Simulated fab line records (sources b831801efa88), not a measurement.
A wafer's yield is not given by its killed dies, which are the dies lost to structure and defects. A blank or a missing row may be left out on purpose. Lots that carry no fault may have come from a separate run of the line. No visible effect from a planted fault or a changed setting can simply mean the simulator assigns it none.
A lot that was struck, set against a sound lot ; flow gf180mcu ; 44 steps out of a route of 602
Sound: these wafers, L493.4, L493.5, L493.6. Struck: wafer L496.4. Last of all comes the cause.
Order at every step that has rows: each side's tool, ch and its chambers, its first start. Under that, the readings that differ: sound wafers ; struck wafers ; difference of the means ; sigmas: that difference in standard deviations of wafers without a fault.
alike: words and numbers the same on both sides, and readings whose means are apart by under 2 such deviations; not compared: readings that were withheld, readings missing a value for some wafer, numbers with overlapping values and no deviation given by the record, and bounds like >300 which may hide the same value.
Wherever a step has rows on one side only, a row that says differs or no value, or a row with sigmas, the two part there. Numbers that don't overlap but have no deviation are shown without sigmas and don't part them. Lack of a reading on every wafer of one side parts them only where that side has two or more wafers.

first, 3 steps without rows for these wafers: GF_V3_STRIP_19 (strips in post etch residue remover, time 1200 s); GF_V3_CLEAN_20 (cleans in DIW); GF_V3_SPUTTER_21 (material Ti, target thk 15 nm, time 80.02 s).
GF_V3_SPUTTER_22: material TiN, target thk 10 nm, time 40 s.
  sound: pvd-sputter-03 at day 25 03:06; struck: pvd-sputter-03 at day 25 23:39
  alike: chamber-pressure-pa, throttle-valve-pct
then, 1 step without rows for these wafers: GF_V3_CVD_23 (deposits W, target thk 350 nm, time 104.9 s).
GF_V3_RS_MEAS_24: measurement is done with a four-point probe.
  sound: film-metro-03 at day 25 03:19; struck: film-metro-03 at day 25 23:52
  alike: V3_W_RS
GF_V3_THK_MEAS_25: measures by xrf.
  sound: film-metro-03 at day 25 03:24; struck: film-metro-03 at day 25 23:57
  alike: V3_W_THK
then, 1 step without rows for these wafers: GF_V3_CMP_26 (polishes, stops on SiO2, t overpolish 15 s, target thk 0 nm).
GF_M4_SPUTTER_00: material Ti, target thk 37.5 nm, time 150 s.
  sound: pvd-sputter-02 at day 25 03:44; struck: pvd-sputter-02 at day 26 00:17
  alike: chamber-pressure-pa, throttle-valve-pct
then, 3 steps without rows for these wafers: GF_M4_SPUTTER_01 (material TiN, target thk 30 nm, time 25 s); GF_M4_SPUTTER_02 (material AlCu, target thk 450 nm, time 23.9 s); GF_M4_SPUTTER_03 (material Ti, target thk 10 nm, time 6.7 s).
GF_M4_SPUTTER_04: material TiN, target thk 50 nm, time 41.7 s.
  sound: pvd-sputter-02 at day 25 03:55; struck: pvd-sputter-02 at day 26 00:28
reading;sound;struck;difference;sigmas
model.TiN_of_M4_SPUTTER_04.thk-nm (nm);50.18 49.99 51.28;43.83;-6.65;
  alike: chamber-pressure-pa, throttle-valve-pct
GF_M4_RS_MEAS_05: measurement is done with a four-point probe.
  sound: film-metro-02 at day 25 04:01; struck: film-metro-01 at day 26 00:34
  alike: M4_ALCU_RS
GF_M4_THK_MEAS_06: measures by xrf.
  sound: film-metro-02 at day 25 04:06; struck: film-metro-01 at day 26 00:39
  alike: M4_ALCU_THK
then, 7 steps without rows for these wafers: GF_M4_DEHYDRATE_07 (time 60 s); GF_M4_HMDS_08 (prime time 60 s); GF_M4_COAT_09 (resist thk 1000 nm); GF_M4_SOFTBAKE_10 (time 60 s); GF_M4_EXPOSE_11 (exposes mask Metal4, target cd 280 nm); GF_M4_PEB_12 (peb time 90 s); GF_M4_DEVELOP_13 (develop time 60 s).
GF_M4_CD_MEAS_14 targets a cd of 280 nm.
  sound: cd-sem-01 at day 26 01:11; struck: cd-sem-02 at day 26 21:08
  alike: cd-nm
GF_M4_OVL_MEAS_15:
  sound: overlay-01 at day 26 01:16; struck: overlay-01 at day 26 21:13
  alike: M4_OVL
GF_M4_METAL_ETCH_16: etches the open film in Cl2/BCl3, stops on SiO2, target depth 627.5 nm, time 104.6 s.
  sound on rie-metal-01 ch 0,1, day 26 01:19; struck on rie-metal-01 ch 0, day 26 21:16
  alike: drypump-motor-current-A, oes-product-au, throttle-valve-pct
  not compared: rf-hours-counter-h
GF_M4_STRIP_17: strips in O2/N2.
  sound on plasma-asher-03 ch 0,1, day 26 01:25; struck on plasma-asher-02 ch 1, day 26 21:23
  alike: drypump-motor-current-A, heater-power-w, oes-product-au, strip-time-to-endpoint-s
  not compared: rf-hours-counter-h
then, 3 steps without rows for these wafers: GF_M4_STRIP_18 (strips in post etch residue remover, time 1200 s); GF_M4_CLEAN_19 (cleans in DIW); GF_V4_CVD_00 (deposits SiO2, target thk 600 nm, time 100 s).
GF_V4_THK_MEAS_01:
  sound: film-metro-04 at day 26 02:04; struck: film-metro-04 at day 26 21:59
  alike: V4_CVD_00_THK
then, 1 step without rows for these wafers: GF_V4_CVD_02 (deposits SiO2 from TEOS, target thk 850 nm, time 94.851 s).
GF_V4_THK_MEAS_03:
  sound: film-metro-01 at day 26 02:12; struck: film-metro-04 at day 26 22:07
  alike: V4_CVD_02_THK
GF_V4_CMP_04: polishes SiO2.
  sound on cmp-01 ch 1,2,3, day 26 02:20; struck on cmp-01 ch 2, day 26 22:09
  alike: edge-zone-pressure-frac, motor-current-A, platen-rpm, time-to-endpoint-s
GF_V4_BOW_MEAS_05:
  sound: film-metro-04 at day 26 02:35; struck: film-metro-02 at day 26 22:31
  alike: V4_BOW
then, 8 steps without rows for these wafers: GF_V4_DEHYDRATE_06 (time 60 s); GF_V4_HMDS_07 (prime time 60 s); GF_V4_COAT_08; GF_V4_COAT_09 (resist thk 1000 nm); GF_V4_SOFTBAKE_10 (time 60 s); GF_V4_EXPOSE_11 (exposes mask Via4, target cd 260 nm); GF_V4_PEB_12 (peb time 90 s); GF_V4_DEVELOP_13 (develop time 60 s).
GF_V4_STRIP_19: strips in post etch residue remover, time 1200 s.
  sound on wet-bench-04 ch 1, day 26 23:22; struck on wet-bench-03 ch 2, day 27 18:34
reading;sound;struck;difference;sigmas
model.TiN_of_M4_SPUTTER_04.thk-nm (nm);49.33 49.14 50.43;43;-7;
GF_PASSIVATION_PROBE_99:
  rows exist in the record for the sound wafers here (prober-01, day 31 07:13), none for the struck ones

WHERE THEY PART
GF_PASSIVATION_PROBE_99 only, going by this record.

WHY: what the simulator had put in
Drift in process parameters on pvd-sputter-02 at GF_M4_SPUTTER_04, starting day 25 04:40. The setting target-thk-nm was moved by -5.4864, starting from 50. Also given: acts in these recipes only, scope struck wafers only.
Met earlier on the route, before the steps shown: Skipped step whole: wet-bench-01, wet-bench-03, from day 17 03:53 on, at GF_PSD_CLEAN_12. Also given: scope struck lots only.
